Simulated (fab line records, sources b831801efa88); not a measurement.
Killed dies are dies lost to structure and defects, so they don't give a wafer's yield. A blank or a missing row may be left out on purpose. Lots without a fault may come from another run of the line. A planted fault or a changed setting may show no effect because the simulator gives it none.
A struck lot beside a sound one | flow gf180mcu | 15 steps out of a route of 602
Sound: wafers L770.4, L770.5, L770.6. Struck: wafer L759.1. (L759.4 of the same lot was not struck and is left out.) The cause comes at the end.
At each step with rows: each side's tool, then ch and its chambers, then its first start. Under that, the readings that differ: sound wafers | struck wafers | difference of the means | sigmas: that difference in standard deviations of wafers without a fault.
alike: readings whose means differ by less than 2 such deviations, and words and numbers that are the same on both sides. not compared: withheld readings, readings that some wafer has no value for, bounds like >300 that may hide the same value, and numbers for which the record gives no deviation and whose values overlap.
The two part at a step that has a row with sigmas, a row that says differs or no value, or rows on one side only. Numbers that don't overlap but have no deviation are shown without sigmas and don't part them. A reading that every wafer of one side lacks parts them only if that side has two wafers or more.

GF_V4_CD_MEAS_14: target cd 260 nm.
  sound on cd_sem-02, day 29 21:15; struck on cd_sem-02, day 26 19:17
  alike: cd_nm
GF_V4_OVL_MEAS_15:
  sound on overlay-01, day 29 21:20; struck on overlay-02, day 26 19:25
  alike: V4_OVL
then, 1 step without rows for these wafers: GF_V4_ETCH_16 (etches BARC in N2/H2).
GF_V4_ETCH_17: etches SiO2 in C4F8/O2/Ar, stops on TiN, target depth 630 nm.
  sound on rie_diel-01 ch 0,3; struck on rie_diel-03 ch 0
  alike: oes_product_au, rf_fwd_power_W
GF_V4_STRIP_18: strips in O2/N2.
  sound on plasma_asher-04 ch 0,1, day 29 21:31; struck on plasma_asher-04 ch 0, day 26 19:35
  reading                | sound | struck | difference                   | sigmas
  rf_hours_counter_h (h) | - - - | 19     | no value on the sound wafers |
  alike: drypump_motor_current_A, heater_power_w, oes_product_au
then, 2 steps without rows for these wafers: GF_V4_STRIP_19 (strips in post etch residue remover, time 1200 s); GF_V4_CLEAN_20 (cleans in DIW).
GF_V4_SPUTTER_21: material Ti, target thk 15 nm, time 80.02 s.
  sound on pvd_sputter-02, day 29 22:10; struck on pvd_sputter-04, day 26 20:07
  alike: throttle_valve_pct
then, 1 step without rows for these wafers: GF_V4_SPUTTER_22 (material TiN, target thk 10 nm, time 40 s).
GF_V4_CVD_23: deposits W, target thk 350 nm, time 104.9 s.
  sound on cvd_w-01 ch 0,1, day 29 22:16; struck on cvd_w-01 ch 0, day 26 20:13
  alike: heater_power_w
GF_V4_RS_MEAS_24: measures by four-point-probe.
  sound on film_metro-01, day 29 22:24; struck on film_metro-03, day 26 20:20
  alike: V4_W_RS
GF_V4_THK_MEAS_25: measures by xrf.
  sound on film_metro-01, day 29 22:29; struck on film_metro-03, day 26 20:27
  alike: V4_W_THK
GF_V4_CMP_26: polishes, stops on SiO2, t overpolish 15 s, target thk 0 nm.
  sound on cmp-01 ch 0,1,3, day 29 22:37; struck on cmp-01 ch 1, day 26 20:34
  reading                | sound                | struck | difference | sigmas
  motor_current_A (A)    | 9.0 12.0 12.0        | 8.6    | -2.4       | -2
  overpolish_run_s (s)   | 14.995 14.991 14.981 | 0.034  | -14.955    | -99 or more
  time_to_endpoint_s (s) | 93 81 85             | 131    | +45        | +12
GF_MIM_SPUTTER_00: material Ti, target thk 37.5 nm, time 150 s.
  the record has rows for the sound wafers here (pvd_sputter-02, day 29 22:52) and none for the struck ones
-- the record jumps here: 4 days lie between the struck wafers' starts before and after (it left off in module MIM and takes up again in module PASSIVATION, whose first step shown is number 602 of the route) --
GF_PASSIVATION_PROBE_99:
  the record has rows for the struck wafers here (prober-02, day 31 04:35) and none for the sound ones

WHERE THEY PART
First at GF_V4_STRIP_18; last, within this record, at GF_PASSIVATION_PROBE_99.

WHY: what the simulator had put in
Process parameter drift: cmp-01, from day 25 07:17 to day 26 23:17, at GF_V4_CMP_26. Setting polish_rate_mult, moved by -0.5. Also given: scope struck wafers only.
